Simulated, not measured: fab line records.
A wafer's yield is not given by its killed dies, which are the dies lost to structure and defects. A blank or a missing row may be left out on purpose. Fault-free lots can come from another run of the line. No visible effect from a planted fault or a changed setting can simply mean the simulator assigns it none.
Matching of chambers + flow sfq line + 4 sister chambers for SFQ_TRILAYER_L0_VIA_ETCH_VIA_ETCH_016 on rie diel-02
The step etches SiO2 in CHF3, stops on MoNx KI, target depth 80 nm. 8 wafers are shown with their chamber, then 6 later ones without.

== WAFERS WITH THEIR CHAMBER ==
| wafer  | chamber | drypump motor current A (A) | chamber pressure mTorr (mTorr) |
|--------|---------|-----------------------------|--------------------------------|
| L153.2 | 3       | 6.2                         | 30.001                         |
| L154.1 | 3       | 6.2                         | 29.991                         |
| L154.5 | 1       | 5.3                         | 30.001                         |
| L161.1 | 1       | 5.3                         | 29.986                         |
| L161.3 | 0       | 5.9                         | 29.983                         |
| L161.4 | 2       | 6.0                         | 30.036                         |
| L163.3 | 2       | 6.0                         | 29.974                         |
| L163.4 | 0       | 5.8                         | 29.967                         |

== WAFERS MISSING THEIR CHAMBER ==
| wafer  | drypump motor current A (A) | chamber pressure mTorr (mTorr) |
|--------|-----------------------------|--------------------------------|
| L163.6 | 5.8                         | 30.014                         |
| L164.2 | 6.0                         | 29.992                         |
| L164.3 | 6.2                         | 30.002                         |
| L164.5 | 5.3                         | 30.035                         |
| L171.3 | 5.3                         | 30.029                         |
| L171.5 | 6.0                         | 29.996                         |

== WHICH CHAMBER EACH ONE RAN IN ==
| wafer  | from the rows above | in truth |
|--------|---------------------|----------|
| L163.6 | 0                   | 0        |
| L164.2 | 2                   | 2        |
| L164.3 | 3                   | 3        |
| L164.5 | 1                   | 1        |
| L171.3 | 1                   | 1        |
| L171.5 | 2                   | 2        |
Correct placement for 6 of the 6. From these rows, 0 cannot be placed. Wrongly placed: 0.
How it was worked out, from the rows above alone: a wafer's distance from a chamber is the root of the sum, over the readings, of the square of ((its reading less the chamber's mean) divided by the reading's scatter). The wafer belongs to the nearest chamber; if the next one is less than 2 further off, it can't be placed. A chamber's mean is the mean of its shown wafers. How the scatter is found: for the shown wafers, subtract from each reading the mean of its chamber, square and add these, divide the total by (wafers less chambers), then take the root.
